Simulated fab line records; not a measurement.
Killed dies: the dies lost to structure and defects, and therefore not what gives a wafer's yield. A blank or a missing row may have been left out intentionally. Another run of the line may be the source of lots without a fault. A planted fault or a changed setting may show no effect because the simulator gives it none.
fab line records ; flow sky130
record lots=11; wafers=33; last_day=50
route steps=708 shown GATE_OXIDE@189 RES_PROTECT@215 LDD_N@245 PAD_OPEN@708
lots that met no fault: from a run of the same line without faults
start_h: start of the lot's first displayed wafer, in hours after the record's first day ; wait_h: hours since the lot's step before ; " repeats the value in the row above ; L1.1+2: a row that stands for several wafers ; - either no value or no given start ; * or withheld: withheld ; < > ~ a bound
route shown NAME@n: a module of which the file shows steps, and the number in the route of the first ; usual: mean/standard deviation of fault-free wafers ; same: alike in all rows ; chamber/n: place in a boat ; sites: the reading at each site ; _std_site: standard deviation across them ; _edge_site: inner sites' mean taken away from outer sites' mean ; radius_mm: for every site, how far away it sits from the centre of the wafer ; mask NAME#n: copy n ; behind: the last tool/chamber to shape the wafer ; hold: why the lot went on hold/how many hours it stayed there/how the hold came to an end ; device: the transistor (n, p or np) that didn't switch ; end of line: the tests these same wafers got at the end of their route ; a step given without rows: its recipe and nothing more ; killed: dies lost to structure and defects at the first sort, not the wafer's yield ; map: per-die view of a wafer (x killed, . not killed, _ where there is no die)
set.NAME: the setting that was run; set.NAME@STEP: the one run at that earlier step ; model.NAME: the simulator's own value behind a step, which no gauge read
route steps across a sampled set of lots; one table per step, one row per wafer
services: when a tool's chamber went out of use (start_h, in hours from the record's first day, below 0 if earlier), for how many hours, and the reason
## steps
# step SKY_GATE_OXIDE_THK_MEAS_02
# recipe reads=SiO2_of_GATE_OXIDE_OXIDATION_01
# usual GATE_OXIDE_OXIDATION_00_THK=10.28/0.18
lot.wafer;tool;chamber;start_h;wait_h;GATE_OXIDE_OXIDATION_00_THK[nm]
L403.1;film_metro-02;-;282.88;0.0;9.91
L403.2;film_metro-02;-;282.88;0.0;10.13
L403.3;film_metro-02;-;282.88;0.0;10.01
L406.2;film_metro-04;-;304.81;0.0;10.10
L406.3;film_metro-04;-;304.81;0.0;9.99
L406.4;film_metro-04;-;304.81;0.0;10.04
L407.1;film_metro-04;-;319.67;0.0;10.29
L407.3;film_metro-04;-;319.67;0.0;10.30
L407.6;film_metro-04;-;319.67;0.0;10.36
L408.3;film_metro-02;-;329.62;0.0;10.37
L408.4;film_metro-02;-;329.62;0.0;10.28
L408.6;film_metro-02;-;329.62;0.0;10.44
L410.2;film_metro-01;-;337.51;0.0;10.32
L410.3;film_metro-01;-;337.51;0.0;10.31
L410.5;film_metro-01;-;337.51;0.0;10.28
L416.1;film_metro-02;-;394.43;0.0;9.98
L416.3;film_metro-02;-;394.43;0.0;10.23
L416.4;film_metro-02;-;394.43;0.0;10.13
L418.1;film_metro-02;-;399.92;0.0;10.21
L418.3;film_metro-02;-;399.92;0.0;10.26
L418.4;film_metro-02;-;399.92;0.0;10.49
L419.1;film_metro-02;-;410.92;0.0;10.43
L419.2;film_metro-02;-;410.92;0.0;10.46
L419.5;film_metro-02;-;410.92;0.0;10.41
L422.3;film_metro-01;-;439.02;0.0;10.60
L422.4;film_metro-01;-;439.02;0.0;10.58
L422.5;film_metro-01;-;439.02;0.0;10.55
L424.1;film_metro-02;-;455.78;0.0;9.84
L424.3;film_metro-02;-;455.78;0.0;9.97
L424.6;film_metro-02;-;455.78;0.0;9.95
L426.1;film_metro-02;-;469.34;0.0;10.35
L426.3;film_metro-02;-;469.34;0.0;10.32
L426.6;film_metro-02;-;469.34;0.0;10.36
# step SKY_GATE_OXIDE_OVL_MEAS_10
# usual GATE_OXIDE_OVL=0.6/1.7
lot.wafer;tool;chamber;start_h;wait_h;GATE_OXIDE_OVL[nm]
L403.1;overlay-01;-;307.42;0.1;-0.5
L403.2;overlay-01;-;307.42;0.1;-0.9
L403.3;overlay-01;-;307.42;0.1;-1.2
L406.2;overlay-01;-;331.03;0.1;1.1
L406.3;overlay-01;-;331.03;0.1;-0.4
L406.4;overlay-01;-;331.03;0.1;2.8
L407.1;overlay-02;-;346.68;0.1;2.5
L407.3;overlay-02;-;346.68;0.1;0.5
L407.6;overlay-02;-;346.68;0.1;2.0
L408.3;overlay-01;-;357.14;0.1;-1.1
L408.4;overlay-01;-;357.14;0.1;0.1
L408.6;overlay-01;-;357.14;0.1;1.4
L410.2;overlay-01;-;365.11;0.1;0.5
L410.3;overlay-01;-;365.11;0.1;-3.0
L410.5;overlay-01;-;365.11;0.1;-0.5
L416.1;overlay-02;-;423.27;0.1;4.2
L416.3;overlay-02;-;423.27;0.1;1.8
L416.4;overlay-02;-;423.27;0.1;2.4
L418.1;overlay-02;-;430.03;0.1;1.0
L418.3;overlay-02;-;430.03;0.1;-1.5
L418.4;overlay-02;-;430.03;0.1;-1.0
L419.1;overlay-01;-;441.03;0.1;1.8
L419.2;overlay-01;-;441.03;0.1;1.2
L419.5;overlay-01;-;441.03;0.1;-0.5
L422.3;overlay-02;-;469.49;0.1;-0.9
L422.4;overlay-02;-;469.49;0.1;0.3
L422.5;overlay-02;-;469.49;0.1;-2.8
L424.1;overlay-02;-;486.73;0.1;-0.6
L424.3;overlay-02;-;486.73;0.1;0.1
L424.6;overlay-02;-;486.73;0.1;-1.6
L426.1;overlay-02;-;500.28;0.1;3.0
L426.3;overlay-02;-;500.28;0.1;1.2
L426.6;overlay-02;-;500.28;0.1;2.0
# step SKY_RES_PROTECT_TW_MEAS_08
# usual POLY_GATE_TW=4050/33
lot.wafer;tool;chamber;start_h;wait_h;POLY_GATE_TW
L403.1;film_metro-04;-;338.52;0.1;4070
L403.2;film_metro-04;-;338.52;0.1;4075
L403.3;film_metro-04;-;338.52;0.1;4074
L406.2;film_metro-04;-;363.33;0.1;4045
L406.3;film_metro-04;-;363.33;0.1;4071
L406.4;film_metro-04;-;363.33;0.1;4058
L407.1;film_metro-01;-;378.94;0.1;4001
L407.3;film_metro-01;-;378.94;0.1;3997
L407.6;film_metro-01;-;378.94;0.1;3996
L408.3;film_metro-03;-;389.11;0.1;4086
L408.4;film_metro-03;-;389.11;0.1;4064
L408.6;film_metro-03;-;389.11;0.1;4081
L410.2;film_metro-04;-;397.74;0.1;4062
L410.3;film_metro-04;-;397.74;0.1;4066
L410.5;film_metro-04;-;397.74;0.1;4042
L416.1;film_metro-01;-;458.24;0.1;4005
L416.3;film_metro-01;-;458.24;0.1;4011
L416.4;film_metro-01;-;458.24;0.1;4007
L418.1;film_metro-03;-;465.69;0.1;4095
L418.3;film_metro-03;-;465.69;0.1;4073
L418.4;film_metro-03;-;465.69;0.1;4092
L419.1;film_metro-04;-;475.27;0.1;4023
L419.2;film_metro-04;-;475.27;0.1;4030
L419.5;film_metro-04;-;475.27;0.1;4017
L422.3;film_metro-03;-;503.65;0.1;4078
L422.4;film_metro-03;-;503.65;0.1;4060
L422.5;film_metro-03;-;503.65;0.1;4098
L424.1;film_metro-04;-;519.78;0.1;4041
L424.3;film_metro-04;-;519.78;0.1;4045
L424.6;film_metro-04;-;519.78;0.1;4044
L426.1;film_metro-03;-;533.72;0.1;4085
L426.3;film_metro-03;-;533.72;0.1;4066
L426.6;film_metro-03;-;533.72;0.1;4070
# step SKY_LDD_N_IMPLANT_08
# recipe species=As; energy_kev=20; dose_cm2=7.5e+13; tilt_deg=withheld; rotation_deg=23
# usual beam_on_s=10.01/0.24; dose_ions_cm2=7.499e+13/8.9e+10; faraday_current_uA=422/9.9
lot.wafer;tool;chamber;start_h;wait_h;beam_on_s;dose_ions_cm2;faraday_current_uA
L403.1;implanter-01;0;399.56;0.0;10.05;7.507e+13;421
L403.2;implanter-01;0;399.56;0.0;9.77;7.501e+13;431
L403.3;implanter-01;0;399.56;0.0;10.12;7.485e+13;416
L406.2;implanter-01;0;428.27;0.0;10.13;7.514e+13;417
L406.3;implanter-01;0;428.27;0.0;9.75;7.52e+13;434
L406.4;implanter-01;0;428.27;0.0;10.07;7.516e+13;419
L407.1;implanter-04;0;445.89;0.0;10.22;7.51e+13;413
L407.3;implanter-04;0;445.89;0.0;10.04;7.51e+13;419
L407.6;implanter-04;0;445.89;0.0;9.76;7.509e+13;431
L408.3;implanter-02;0;453.74;0.1;9.72;7.501e+13;436
L408.4;implanter-02;0;453.74;0.1;9.99;7.497e+13;425
L408.6;implanter-02;0;453.74;0.1;10.43;7.484e+13;403
L410.2;implanter-01;0;463.48;0.0;9.96;7.498e+13;424
L410.3;implanter-01;0;463.48;0.0;10.01;7.495e+13;422
L410.5;implanter-01;0;463.48;0.0;9.58;7.49e+13;440
L416.1;implanter-04;0;522.09;0.0;86.81;9.339e+14;605
L416.3;implanter-04;0;522.09;0.0;89.74;9.3378e+14;585
L416.4;implanter-04;0;522.09;0.0;86.56;9.3377e+14;609
L418.1;implanter-04;0;530.71;0.0;87.28;9.338e+14;606
L418.3;implanter-04;0;530.71;0.0;87.96;9.337e+14;598
L418.4;implanter-04;0;530.71;0.0;83.69;9.3381e+14;633
L419.1;implanter-01;0;540.86;0.0;10.19;7.501e+13;413
L419.2;implanter-01;0;540.86;0.0;9.87;7.496e+13;428
L419.5;implanter-01;0;540.86;0.0;9.78;7.513e+13;431
L422.3;implanter-01;0;567.74;0.1;10.14;7.497e+13;418
L422.4;implanter-01;0;567.74;0.1;10.48;7.496e+13;400
L422.5;implanter-01;0;567.74;0.1;9.80;7.491e+13;435
L424.1;implanter-01;0;583.76;0.0;10.09;7.502e+13;419
L424.3;implanter-01;0;583.76;0.0;10.05;7.516e+13;421
L424.6;implanter-01;0;583.76;0.0;9.61;7.513e+13;437
L426.1;implanter-02;0;595.46;0.0;10.21;7.497e+13;415
L426.3;implanter-02;0;595.46;0.0;10.05;7.495e+13;421
L426.6;implanter-02;0;595.46;0.0;10.30;7.502e+13;411
# step SKY_LDD_N_STRIP_16
# recipe chemistry=O2/N2; power_w=1400; pressure_mtorr=1500; platen_temp_c=withheld; o2_flow_sccm=3000; n2_flow_sccm=300; overash_fraction=0.5
# usual drypump_motor_current_A=6.06/0.2; oes_product_au=0.407/0.0044; strip_time_to_endpoint_s=4.310/0.014
lot.wafer;tool;chamber;start_h;wait_h;drypump_motor_current_A;oes_product_au;rf_hours_counter_h;strip_time_to_endpoint_s
L403.1;plasma_asher-04;0;400.76;0.1;6.07;0.405;27;4.332
L403.2;plasma_asher-04;1;400.76;0.1;5.66;0.411;27;4.321
L403.3;plasma_asher-04;0;400.76;0.1;6.09;0.406;-;4.324
L406.2;plasma_asher-01;1;429.44;0.1;6.23;0.408;59;4.334
L406.3;plasma_asher-01;0;429.44;0.1;6.09;0.417;-;4.301
L406.4;plasma_asher-01;1;429.44;0.1;6.22;0.402;-;4.293
L407.1;plasma_asher-04;0;447.09;0.1;6.09;0.409;32;4.328
L407.3;plasma_asher-04;1;447.09;0.1;5.67;0.409;-;4.329
L407.6;plasma_asher-04;1;447.09;0.1;5.65;0.416;-;4.326
L408.3;plasma_asher-01;0;454.93;0.1;6.15;0.408;-;4.307
L408.4;plasma_asher-01;1;454.93;0.1;6.24;0.410;-;4.307
L408.6;plasma_asher-01;1;454.93;0.1;6.25;0.415;-;4.295
L410.2;plasma_asher-01;0;464.66;0.1;6.15;0.404;63;4.305
L410.3;plasma_asher-01;1;464.66;0.1;6.22;0.411;-;4.322
L410.5;plasma_asher-01;0;464.66;0.1;6.17;0.404;-;4.319
L416.1;plasma_asher-04;1;523.29;0.1;5.66;0.403;41;6.008
L416.3;plasma_asher-04;0;523.29;0.1;6.07;0.402;-;5.993
L416.4;plasma_asher-04;1;523.29;0.1;5.66;0.400;-;5.997
L418.1;plasma_asher-02;0;531.91;0.1;5.99;0.403;86;5.976
L418.3;plasma_asher-02;0;531.91;0.1;6.01;0.404;-;5.988
L418.4;plasma_asher-02;1;531.91;0.1;6.27;0.400;-;5.983
L419.1;plasma_asher-04;0;542.06;0.1;6.09;0.410;43;4.320
L419.2;plasma_asher-04;1;542.06;0.1;5.67;0.403;43;4.323
L419.5;plasma_asher-04;0;542.06;0.1;6.09;0.408;-;4.319
L422.3;plasma_asher-01;1;568.93;0.1;6.22;0.404;-;4.317
L422.4;plasma_asher-01;0;568.93;0.1;6.13;0.404;-;4.306
L422.5;plasma_asher-01;1;568.93;0.1;6.22;0.405;-;4.276
L424.1;plasma_asher-01;1;584.96;0.1;6.22;0.407;74;4.313
L424.3;plasma_asher-01;0;584.96;0.1;6.11;0.407;-;4.299
L424.6;plasma_asher-01;1;584.96;0.1;6.21;0.405;-;4.296
L426.1;plasma_asher-04;1;596.66;0.1;5.67;0.403;47;4.295
L426.3;plasma_asher-04;0;596.66;0.1;6.08;0.407;-;4.343
L426.6;plasma_asher-04;1;596.66;0.1;5.65;0.405;-;4.320
# step SKY_LDD_N_TW_MEAS_17
# usual LDD_N_TW=2588/29
lot.wafer;tool;chamber;start_h;wait_h;LDD_N_TW
L403.1;film_metro-02;-;400.86;0.1;2557
L403.2;film_metro-02;-;400.86;0.1;2563
L403.3;film_metro-02;-;400.86;0.1;2547
L406.2;film_metro-01;-;429.55;0.1;2562
L406.3;film_metro-01;-;429.55;0.1;2563
L406.4;film_metro-01;-;429.55;0.1;2553
L407.1;film_metro-03;-;447.19;0.1;2634
L407.3;film_metro-03;-;447.19;0.1;2648
L407.6;film_metro-03;-;447.19;0.1;2634
L408.3;film_metro-03;-;455.01;0.1;2635
L408.4;film_metro-03;-;455.01;0.1;2637
L408.6;film_metro-03;-;455.01;0.1;2637
L410.2;film_metro-01;-;464.77;0.1;2555
L410.3;film_metro-01;-;464.77;0.1;2561
L410.5;film_metro-01;-;464.77;0.1;2560
L416.1;film_metro-02;-;523.39;0.1;3041
L416.3;film_metro-02;-;523.39;0.1;3023
L416.4;film_metro-02;-;523.39;0.1;3031
L418.1;film_metro-03;-;532.01;0.1;3087
L418.3;film_metro-03;-;532.01;0.1;3090
L418.4;film_metro-03;-;532.01;0.1;3091
L419.1;film_metro-03;-;542.16;0.1;2616
L419.2;film_metro-03;-;542.16;0.1;2617
L419.5;film_metro-03;-;542.16;0.1;2612
L422.3;film_metro-01;-;569.01;0.1;2567
L422.4;film_metro-01;-;569.01;0.1;2547
L422.5;film_metro-01;-;569.01;0.1;2573
L424.1;film_metro-02;-;585.06;0.1;2551
L424.3;film_metro-02;-;585.06;0.1;2557
L424.6;film_metro-02;-;585.06;0.1;2565
L426.1;film_metro-01;-;596.76;0.1;2575
L426.3;film_metro-01;-;596.76;0.1;2558
L426.6;film_metro-01;-;596.76;0.1;2559
# step SKY_PAD_OPEN_PROBE_99
# usual killed_at_M0_to_M3=42/6.1; killed_at_M4_up=3.1/1.7; killed_at_contacts=24/5.5; killed_at_front_end=16/4.1; killed_at_other=0.3/0.57; killed_dies=86/8.2; killed_open=47/6.8; killed_short=38/5.8
# same gross_dies=492; killed_at_back_side=0
lot.wafer;tool;chamber;start_h;wait_h;killed_at_M0_to_M3;killed_at_M4_up;killed_at_contacts;killed_at_front_end;killed_at_other;killed_dies;killed_open;killed_short
L406.2;prober-01;-;1095.65;0.1;49;5;21;15;0;90;47;43
L406.3;prober-01;-;1095.70;0.2;56;6;15;18;1;96;46;49
L406.4;prober-01;-;1095.75;0.2;52;0;15;16;0;83;51;32
L416.1;prober-01;-;1153.74;0.1;30;4;29;15;0;78;43;35
L416.3;prober-01;-;1153.84;0.2;32;7;28;12;0;79;49;30
L416.4;prober-01;-;1153.89;0.2;44;4;26;15;1;90;50;40
L418.1;prober-01;-;1159.68;0.1;52;1;35;12;1;101;63;36
L418.3;prober-01;-;1159.78;0.2;49;3;22;14;2;90;49;39
L418.4;prober-01;-;1159.83;0.2;38;1;22;12;1;74;49;24
L419.1;prober-02;-;1164.83;0.1;39;2;25;19;0;85;50;35
L419.2;prober-02;-;1164.88;0.1;47;5;21;19;0;92;55;37
L419.5;prober-02;-;1165.03;0.2;48;5;17;16;0;86;41;44
L422.3;prober-01;-;1179.49;0.2;49;4;24;12;0;89;48;41
L422.4;prober-01;-;1179.54;0.2;45;4;13;11;0;73;46;27
L422.5;prober-01;-;1179.59;0.2;51;7;21;15;0;94;52;41
L424.1;prober-01;-;1189.90;0.1;41;4;18;23;1;87;47;40
L424.3;prober-01;-;1190.00;0.2;47;2;21;15;0;85;41;43
L424.6;prober-01;-;1190.15;0.2;46;2;36;8;2;94;49;44
L426.1;prober-01;-;1196.81;0.1;38;6;18;15;0;77;41;36
L426.3;prober-01;-;1196.91;0.2;43;3;23;17;0;86;50;36
L426.6;prober-01;-;1197.06;0.2;44;1;27;25;0;97;60;37
# killed by level:class
L406.2 VIA1:geometric_particle:open=16 VIA1:geometric_particle:short=7 VIA2:geometric_particle:open=7 LI_CONTACT:geometric_particle:open=6 CONTACT:geometric_particle:open=5 POLY_GATE:geometric_particle:short=5 LOCAL_INTERCONNECT:geometric_particle:short=5 VIA2:geometric_particle:short=5
L406.3 METAL3:geometric_particle:short=10 POLY_GATE:geometric_particle:open=9 VIA1:geometric_particle:open=8 VIA2:geometric_particle:open=8 POLY_GATE:geometric_particle:short=6 VIA3:geometric_particle:open=6 VIA1:geometric_particle:short=5 LI_CONTACT:geometric_particle:open=4
L406.4 VIA1:geometric_particle:open=14 METAL1:geometric_particle:short=7 CONTACT:geometric_particle:open=6 METAL2:geometric_particle:short=6 FIELD_ISO:geometric_particle:open=5 VIA2:geometric_particle:open=5 METAL1:geometric_particle:open=5 VIA3:geometric_particle:open=5
L416.1 VIA1:geometric_particle:open=11 CONTACT:geometric_particle:open=10 LI_CONTACT:geometric_particle:open=8 METAL2:geometric_particle:short=6 CONTACT:geometric_particle:short=5 POLY_GATE:geometric_particle:open=4 POLY_GATE:geometric_particle:short=4 LOCAL_INTERCONNECT:geometric_particle:short=4
L416.3 LI_CONTACT:geometric_particle:open=9 CONTACT:geometric_particle:open=9 VIA2:geometric_particle:open=9 METAL4:geometric_particle:short=5 FIELD_ISO:geometric_particle:short=4 FIELD_ISO:geometric_particle:open=4 LOCAL_INTERCONNECT:geometric_particle:short=4 METAL1:geometric_particle:short=4
L416.4 VIA1:geometric_particle:open=10 CONTACT:geometric_particle:open=8 LI_CONTACT:geometric_particle:open=7 METAL2:geometric_particle:short=7 METAL1:geometric_particle:short=6 FIELD_ISO:geometric_particle:open=5 VIA3:geometric_particle:open=5 LOCAL_INTERCONNECT:geometric_particle:short=5
L418.1 CONTACT:geometric_particle:open=21 VIA1:geometric_particle:open=12 METAL2:geometric_particle:short=12 LI_CONTACT:geometric_particle:open=8 METAL1:geometric_particle:short=8 VIA3:geometric_particle:open=7 VIA2:geometric_particle:open=5 METAL2:geometric_particle:open=5
L418.3 METAL2:geometric_particle:short=12 VIA1:geometric_particle:open=8 LI_CONTACT:geometric_particle:open=7 CONTACT:geometric_particle:open=7 VIA2:geometric_particle:open=6 VIA3:geometric_particle:open=6 CONTACT:geometric_particle:short=4 METAL2:geometric_particle:open=4
L418.4 VIA1:geometric_particle:open=13 CONTACT:geometric_particle:open=10 VIA3:geometric_particle:open=6 POLY_GATE:geometric_particle:short=4 LI_CONTACT:geometric_particle:open=4 CONTACT:geometric_particle:short=4 VIA2:geometric_particle:open=4 VIA3:geometric_particle:short=4
L419.1 VIA1:geometric_particle:open=12 CONTACT:geometric_particle:open=8 VIA3:geometric_particle:open=8 LI_CONTACT:geometric_particle:open=7 POLY_GATE:geometric_particle:short=6 CONTACT:geometric_particle:short=6 VIA1:geometric_particle:short=6 FIELD_ISO:geometric_particle:open=5
L419.2 VIA1:geometric_particle:open=16 VIA2:geometric_particle:open=11 LI_CONTACT:geometric_particle:open=7 FIELD_ISO:geometric_particle:open=5 FIELD_ISO:geometric_particle:short=4 POLY_GATE:geometric_particle:short=4 CONTACT:geometric_particle:short=4 METAL2:geometric_particle:short=4
L419.5 VIA1:geometric_particle:open=14 CONTACT:geometric_particle:open=7 METAL1:geometric_particle:short=7 VIA2:geometric_particle:open=6 CONTACT:geometric_particle:short=5 VIA2:geometric_particle:short=5 VIA1:geometric_particle:short=5 FIELD_ISO:geometric_particle:short=4
L422.3 VIA1:geometric_particle:open=11 CONTACT:geometric_particle:open=9 METAL1:geometric_particle:short=8 VIA2:geometric_particle:open=7 LI_CONTACT:geometric_particle:open=5 VIA3:geometric_particle:open=5 VIA1:geometric_particle:short=5 POLY_GATE:geometric_particle:open=4
L422.4 VIA1:geometric_particle:open=10 VIA2:geometric_particle:open=8 VIA3:geometric_particle:open=7 FIELD_ISO:geometric_particle:short=5 CONTACT:geometric_particle:open=5 METAL2:geometric_particle:short=5 CONTACT:geometric_particle:short=4 LI_CONTACT:geometric_particle:open=3
L422.5 VIA1:geometric_particle:open=12 VIA2:geometric_particle:open=12 LI_CONTACT:geometric_particle:open=7 METAL1:geometric_particle:short=7 CONTACT:geometric_particle:open=6 METAL2:geometric_particle:short=5 LOCAL_INTERCONNECT:geometric_particle:short=4 FIELD_ISO:geometric_particle:short=4
L424.1 VIA3:geometric_particle:open=11 FIELD_ISO:geometric_particle:open=8 VIA2:geometric_particle:open=6 LI_CONTACT:geometric_particle:open=5 LOCAL_INTERCONNECT:geometric_particle:short=5 METAL2:geometric_particle:short=5 METAL1:geometric_particle:short=4 POLY_GATE:geometric_particle:short=3
L424.3 VIA3:geometric_particle:open=6 LI_CONTACT:geometric_particle:open=6 VIA2:geometric_particle:open=6 CONTACT:geometric_particle:short=5 METAL1:geometric_particle:short=5 VIA1:geometric_particle:open=5 VIA3:geometric_particle:short=5 LOCAL_INTERCONNECT:geometric_particle:short=4
L424.6 CONTACT:geometric_particle:open=14 LI_CONTACT:geometric_particle:open=10 VIA3:geometric_particle:open=9 METAL1:geometric_particle:short=9 VIA1:geometric_particle:open=7 LOCAL_INTERCONNECT:geometric_particle:short=5 VIA1:geometric_particle:short=5 METAL2:geometric_particle:short=5
L426.1 VIA1:geometric_particle:open=11 METAL2:geometric_particle:short=6 CONTACT:geometric_particle:short=6 VIA3:geometric_particle:open=6 METAL4:geometric_particle:short=6 LI_CONTACT:geometric_particle:open=5 CONTACT:geometric_particle:open=5 VIA2:geometric_particle:open=5
L426.3 VIA3:geometric_particle:open=11 CONTACT:geometric_particle:open=10 VIA1:geometric_particle:open=8 POLY_GATE:geometric_particle:short=6 VIA1:geometric_particle:short=6 VIA2:geometric_particle:open=6 POLY_GATE:geometric_particle:open=5 LI_CONTACT:geometric_particle:open=4
L426.6 CONTACT:geometric_particle:open=11 VIA3:geometric_particle:open=11 VIA2:geometric_particle:open=10 POLY_GATE:geometric_particle:short=7 LI_CONTACT:geometric_particle:open=6 METAL2:geometric_particle:short=6 POLY_GATE:geometric_particle:open=5 FIELD_ISO:geometric_particle:short=4
## services
tool;chamber;start_h;hours;kind
implanter-01;-;436.98;2.1;pm
plasma_asher-02;-;459.30;1.2;repair
plasma_asher-01;-;473.36;14.3;repair
plasma_asher-01;-;476.47;2.3;repair
plasma_asher-01;-;487.68;2.8;pm
implanter-01;-;489.27;3.1;pm
implanter-01;-;498.13;1.1;repair
plasma_asher-02;-;506.91;13.5;repair
plasma_asher-01;-;507.33;1.5;repair
plasma_asher-04;-;574.13;7.3;pm
plasma_asher-02;-;583.73;2.8;pm
implanter-04;-;591.47;3.6;repair
implanter-04;-;596.38;0.8;repair
## key
first_sign step=SKY_LDD_N_IMPLANT_08; reading=dose_ions_cm2; direction=up; sigmas=99+; usual=*; struck=*
effect step=SKY_LDD_N_IMPLANT_08; reading=beam_on_s; direction=up; sigmas=99+; usual=10.01; struck=87.01
effect step=SKY_LDD_N_STRIP_16; reading=strip_time_to_endpoint_s; direction=up; sigmas=99+; usual=*; struck=*
effect step=SKY_LDD_N_TW_MEAS_17; reading=LDD_N_TW; direction=up; sigmas=16; usual=2588; struck=3061
met_at SKY_LDD_N_IMPLANT_08
struck_lots L416,L418
tester_left_out L416,L418
not_acting_at SKY_GATE_OXIDE_THK_MEAS_02,SKY_GATE_OXIDE_OVL_MEAS_10,SKY_RES_PROTECT_TW_MEAS_08
onset_between 445.89 522.09
fault kind=process_parameter_drift; tool=implanter-04; chamber=-; onset_h=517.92; steps=SKY_LDD_N_IMPLANT_08; channel=dose_cm2; offset=*; shape=step; end_h=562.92; acts_in=*; stated=*
# tester_left_out: of these lots the tester's yield and bins aren't shown, on N5 and GAA mostly nor the transistor test; their killed dies are dies lost to structure and defects alone, not to doping, threshold or leakage, so they don't give the yield
